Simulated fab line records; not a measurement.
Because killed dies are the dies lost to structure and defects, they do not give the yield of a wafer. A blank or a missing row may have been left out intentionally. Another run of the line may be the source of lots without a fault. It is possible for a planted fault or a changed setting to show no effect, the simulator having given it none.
The tool behind it: which one? / flow gf180mcu / Sampling: 14 lots, 42 wafers, 3 of 602 route steps

== WHAT EACH GAUGE READ, for each wafer ==
GF_V1_THK_MEAS_01.
lot=L637; measured=day 17 04:52; on=film-metro-01; V1_CVD_00_THK (nm)=604 612 591
lot=L639; measured=day 17 20:07; on=film-metro-03; V1_CVD_00_THK (nm)=594 593 580
lot=L640; measured=day 18 11:40; on=film-metro-03; V1_CVD_00_THK (nm)=601 615 615
lot=L641; measured=day 18 17:05; on=film-metro-03; V1_CVD_00_THK (nm)=601 586 598
lot=L643; measured=day 19 12:56; on=film-metro-04; V1_CVD_00_THK (nm)=614 607 619
lot=L646; measured=day 20 11:30; on=film-metro-04; V1_CVD_00_THK (nm)=597 593 612
lot=L647; measured=day 21 02:20; on=film-metro-04; V1_CVD_00_THK (nm)=585 583 592
lot=L653; measured=day 23 01:25; on=film-metro-03; V1_CVD_00_THK (nm)=605 598 596
lot=L655; measured=day 23 15:44; on=film-metro-03; V1_CVD_00_THK (nm)=573 584 582
lot=L656; measured=day 23 22:36; on=film-metro-04; V1_CVD_00_THK (nm)=592 593 590
lot=L657; measured=day 24 08:27; on=film-metro-03; V1_CVD_00_THK (nm)=601 610 607
lot=L658; measured=day 24 21:55; on=film-metro-04; V1_CVD_00_THK (nm)=599 601 598
lot=L659; measured=day 24 23:41; on=film-metro-01; V1_CVD_00_THK (nm)=609 600 613
lot=L660; measured=day 25 06:44; on=film-metro-03; V1_CVD_00_THK (nm)=612 603 608

GF_M3_THK_MEAS_06: measures by xrf.
lot=L637; measured=day 20 10:27; on=film-metro-03; M3_ALCU_THK (nm)=430 430 432
lot=L639; measured=day 21 02:19; on=film-metro-02; M3_ALCU_THK (nm)=440 434 438
lot=L640; measured=day 21 18:16; on=film-metro-02; M3_ALCU_THK (nm)=436 439 432
lot=L641; measured=day 22 00:14; on=film-metro-04; M3_ALCU_THK (nm)=426 426 427
lot=L643; measured=day 22 16:44; on=film-metro-04; M3_ALCU_THK (nm)=439 438 434
lot=L646; measured=day 23 13:55; on=film-metro-02; M3_ALCU_THK (nm)=444 451 446
lot=L647; measured=day 24 03:15; on=film-metro-02; M3_ALCU_THK (nm)=441 441 440
lot=L653; measured=day 26 00:35; on=film-metro-02; M3_ALCU_THK (nm)=445 446 441
lot=L655; measured=day 26 12:32; on=film-metro-03; M3_ALCU_THK (nm)=440 447 438
lot=L656; measured=day 26 20:42; on=film-metro-03; M3_ALCU_THK (nm)=435 441 435
lot=L657; measured=day 27 05:30; on=film-metro-04; M3_ALCU_THK (nm)=428 425 427
lot=L658; measured=day 27 17:12; on=film-metro-02; M3_ALCU_THK (nm)=432 436 430
lot=L659; measured=day 27 18:51; on=film-metro-04; M3_ALCU_THK (nm)=435 436 431
lot=L660; measured=day 28 00:17; on=film-metro-02; M3_ALCU_THK (nm)=440 442 437

== WHICH TOOL RAN EACH LOT (tool, then ch and the chambers of the sampled wafers, then the start) ==
lot=L637; GF_DUAL_GATE_STRIP_13=plasma-asher-02 ch 0,1, day 8 09:46
lot=L639; GF_DUAL_GATE_STRIP_13=plasma-asher-03 ch 0,1, day 8 21:41
lot=L640; GF_DUAL_GATE_STRIP_13=plasma-asher-01 ch 0,1, day 9 08:43
lot=L641; GF_DUAL_GATE_STRIP_13=plasma-asher-01 ch 1, day 9 12:43
lot=L643; GF_DUAL_GATE_STRIP_13=plasma-asher-02 ch 0,1, day 10 01:22
lot=L646; GF_DUAL_GATE_STRIP_13=plasma-asher-01 ch 0,1, day 10 21:01
lot=L647; GF_DUAL_GATE_STRIP_13=plasma-asher-01 ch 0,1, day 11 06:19
lot=L653; GF_DUAL_GATE_STRIP_13=plasma-asher-03 ch 1, day 12 22:05
lot=L655; GF_DUAL_GATE_STRIP_13=plasma-asher-02 ch 0,1, day 13 15:37
lot=L656; GF_DUAL_GATE_STRIP_13=plasma-asher-03 ch 0,1, day 13 19:55
lot=L657; GF_DUAL_GATE_STRIP_13=plasma-asher-01 ch 0,1, day 14 02:16
lot=L658; GF_DUAL_GATE_STRIP_13=plasma-asher-02 ch 1, day 14 12:35
lot=L659; GF_DUAL_GATE_STRIP_13=plasma-asher-01 ch 0,1, day 14 19:49
lot=L660; GF_DUAL_GATE_STRIP_13=plasma-asher-01 ch 0,1, day 15 02:13
- GF_DUAL_GATE_STRIP_13: strips in O2/N2.

== AS READ BY THE TOOLS THEMSELVES (means over the sampled wafers that have a number; for cases with no such wafer, the mark the record gives instead) ==
GF_DUAL_GATE_STRIP_13.
lot=L637; tool=plasma-asher-02; drypump-motor-current-A (A)=5.2; heater-power-w (W)=330; oes-product-au (a.u.)=0.709; strip-time-to-endpoint-s (s)=12.67
lot=L639; tool=plasma-asher-03; drypump-motor-current-A (A)=5.6; heater-power-w (W)=295; oes-product-au (a.u.)=0.717; strip-time-to-endpoint-s (s)=12.60
lot=L640; tool=plasma-asher-01; drypump-motor-current-A (A)=5.5; heater-power-w (W)=320; oes-product-au (a.u.)=0.715; strip-time-to-endpoint-s (s)=12.67
lot=L641; tool=plasma-asher-01; drypump-motor-current-A (A)=5.5; heater-power-w (W)=319; oes-product-au (a.u.)=0.717; strip-time-to-endpoint-s (s)=12.66
lot=L643; tool=plasma-asher-02; drypump-motor-current-A (A)=5.6; heater-power-w (W)=334; oes-product-au (a.u.)=0.716; strip-time-to-endpoint-s (s)=12.57
lot=L646; tool=plasma-asher-01; drypump-motor-current-A (A)=5.5; heater-power-w (W)=324; oes-product-au (a.u.)=0.735; strip-time-to-endpoint-s (s)=12.30
lot=L647; tool=plasma-asher-01; drypump-motor-current-A (A)=5.5; heater-power-w (W)=322; oes-product-au (a.u.)=0.733; strip-time-to-endpoint-s (s)=12.29
lot=L653; tool=plasma-asher-03; drypump-motor-current-A (A)=5.6; heater-power-w (W)=280; oes-product-au (a.u.)=0.720; strip-time-to-endpoint-s (s)=12.64
lot=L655; tool=plasma-asher-02; drypump-motor-current-A (A)=5.6; heater-power-w (W)=343; oes-product-au (a.u.)=0.716; strip-time-to-endpoint-s (s)=12.67
lot=L656; tool=plasma-asher-03; drypump-motor-current-A (A)=5.6; heater-power-w (W)=297; oes-product-au (a.u.)=0.716; strip-time-to-endpoint-s (s)=12.65
lot=L657; tool=plasma-asher-01; drypump-motor-current-A (A)=5.5; heater-power-w (W)=324; oes-product-au (a.u.)=0.718; strip-time-to-endpoint-s (s)=12.58
lot=L658; tool=plasma-asher-02; drypump-motor-current-A (A)=4.8; heater-power-w (W)=328; oes-product-au (a.u.)=0.716; strip-time-to-endpoint-s (s)=12.62
lot=L659; tool=plasma-asher-01; drypump-motor-current-A (A)=5.5; heater-power-w (W)=326; oes-product-au (a.u.)=0.717; strip-time-to-endpoint-s (s)=12.65
lot=L660; tool=plasma-asher-01; drypump-motor-current-A (A)=5.5; heater-power-w (W)=320; oes-product-au (a.u.)=0.712; strip-time-to-endpoint-s (s)=12.66

== THE ANSWER, worked out from the rows above alone ==
Rule: the lots themselves supply what counts as usual. The widest of any qualifying gaps counts: lots, ordered by their means at a reading, are off when they make up no more than a third of the lots, leave a main group of 4 or more, and stand apart from it by 3 or more times the standard deviation of that group's means. A main group whose means are all the same, to the digits that the tables above print for the reading, isn't used. Also off: a lot with no number at a reading for which 4 or more lots have one. The other lots that the step has rows for count as sound. The gauges are gone through in route order, then the tools' own readings, and for those a lot's mean is taken as printed above. The first step at which some lot is off is used, and at that step the reading that is off furthest; a lot without a number counts as furthest.
Off, at GF_DUAL_GATE_STRIP_13 on strip-time-to-endpoint-s: L646, L647. Mean 12.64 s and standard deviation 0.034 in the main group.
If a tool, at that step or one of the process steps before it, ran each lot that is off and ran no sound lot following the first of them, it fits. No candidate that was tried fits.

== WHAT HAD BEEN PUT IN BY THE SIMULATOR ==
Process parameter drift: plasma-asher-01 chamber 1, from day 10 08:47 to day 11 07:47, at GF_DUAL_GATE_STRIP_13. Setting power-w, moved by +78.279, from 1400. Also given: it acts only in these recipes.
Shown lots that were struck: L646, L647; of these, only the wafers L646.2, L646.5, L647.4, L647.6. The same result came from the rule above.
